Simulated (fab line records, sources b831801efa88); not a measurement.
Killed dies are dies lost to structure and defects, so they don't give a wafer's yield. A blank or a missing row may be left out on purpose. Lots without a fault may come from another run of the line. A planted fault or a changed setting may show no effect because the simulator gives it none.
A struck lot beside a sound one | flow sky130 | 15 steps out of a route of 708
Sound: wafers L720.3, L720.4, L720.5. Struck: wafers L731.1, L731.5, L731.6. The cause comes at the end.
At each step with rows: each side's tool, then ch and its chambers, then its first start. Under that, the readings that differ: sound wafers | struck wafers | difference of the means | sigmas: that difference in standard deviations of wafers without a fault.
alike: readings whose means differ by less than 2 such deviations, and words and numbers that are the same on both sides. not compared: withheld readings, readings that some wafer has no value for, bounds like >300 that may hide the same value, and numbers for which the record gives no deviation and whose values overlap.
The two part at a step that has a row with sigmas, a row that says differs or no value, or rows on one side only. Numbers that don't overlap but have no deviation are shown without sigmas and don't part them. A reading that every wafer of one side lacks parts them only if that side has two wafers or more.

SKY_VT_ADJUST_PCH_TW_MEAS_10:
  sound on film_metro-01, day 12 23:02; struck on film_metro-04, day 16 11:55
  alike: VT_ADJUST_PCH_TW
then, 7 steps without rows for these wafers: SKY_SONOS_TUNNEL_DEHYDRATE_00 (time 60 s); SKY_SONOS_TUNNEL_HMDS_01 (prime time 60 s); SKY_SONOS_TUNNEL_COAT_02 (resist thk 1140 nm); SKY_SONOS_TUNNEL_SOFTBAKE_03 (time 60 s); SKY_SONOS_TUNNEL_EXPOSE_04 (exposes mask TUNM, target cd 410 nm); SKY_SONOS_TUNNEL_PEB_05; SKY_SONOS_TUNNEL_DEVELOP_06 (develop time 60 s).
SKY_SONOS_TUNNEL_CD_MEAS_07: target cd 410 nm.
  sound on cd_sem-02, day 13 22:52; struck on cd_sem-01, day 17 15:15
  alike: cd_nm
SKY_SONOS_TUNNEL_OVL_MEAS_08:
  sound on overlay-01, day 13 22:58; struck on overlay-01, day 17 15:22
  alike: SONOS_TUNNEL_OVL
then, 2 steps without rows for these wafers: SKY_SONOS_TUNNEL_IMPLANT_09; SKY_SONOS_TUNNEL_WET_ETCH_10 (etches SiO2 in dHF, target depth 14 nm, time 280 s).
SKY_SONOS_TUNNEL_STRIP_11: strips in SPM, time 600 s.
  sound on wet_bench-03 ch 0, day 13 23:13; struck on wet_bench-01 ch 3, day 17 15:39
  no value came back on the struck wafers for bath_guard_temp_C (C), bath_heat_duty_pct (%); on the sound wafers bath_guard_temp_C (C) reads 130.0 130.1 130.0
  reading                                           | sound | struck         | difference | sigmas
  model.NOVOLAK_of_SONOS_TUNNEL_COAT_02.thk_nm (nm) | 0 0 0 | 1138 1140 1138 | +1139      |
SKY_SONOS_TUNNEL_TW_MEAS_12:
  sound on film_metro-03, day 13 23:25; struck on film_metro-02, day 17 15:50
  alike: SONOS_TUNNEL_TW
-- the record jumps here: 33 days lie between the struck wafers' starts before and after (it left off in module SONOS_TUNNEL and takes up again in module PAD_OPEN, whose first step shown is number 708 of the route) --
SKY_PAD_OPEN_PROBE_99:
  sound on prober-02, day 48 00:52; struck on prober-01, day 50 04:29
  reading             | sound    | struck      | difference | sigmas
  killed_at_front_end | 17 21 13 | 409 423 416 | +399       | +80
  killed_dies         | 92 84 93 | 492 492 492 | +402       | +43
  killed_on_rim       | 17 20 18 | 96 96 96    | +78        | +20
  alike: killed_at_M0_to_M3, killed_at_M4_up, killed_at_contacts, killed_at_other, killed_open, killed_short

WHERE THEY PART
First at SKY_SONOS_TUNNEL_STRIP_11; last, within this record, at SKY_PAD_OPEN_PROBE_99.

WHY: what the simulator had put in
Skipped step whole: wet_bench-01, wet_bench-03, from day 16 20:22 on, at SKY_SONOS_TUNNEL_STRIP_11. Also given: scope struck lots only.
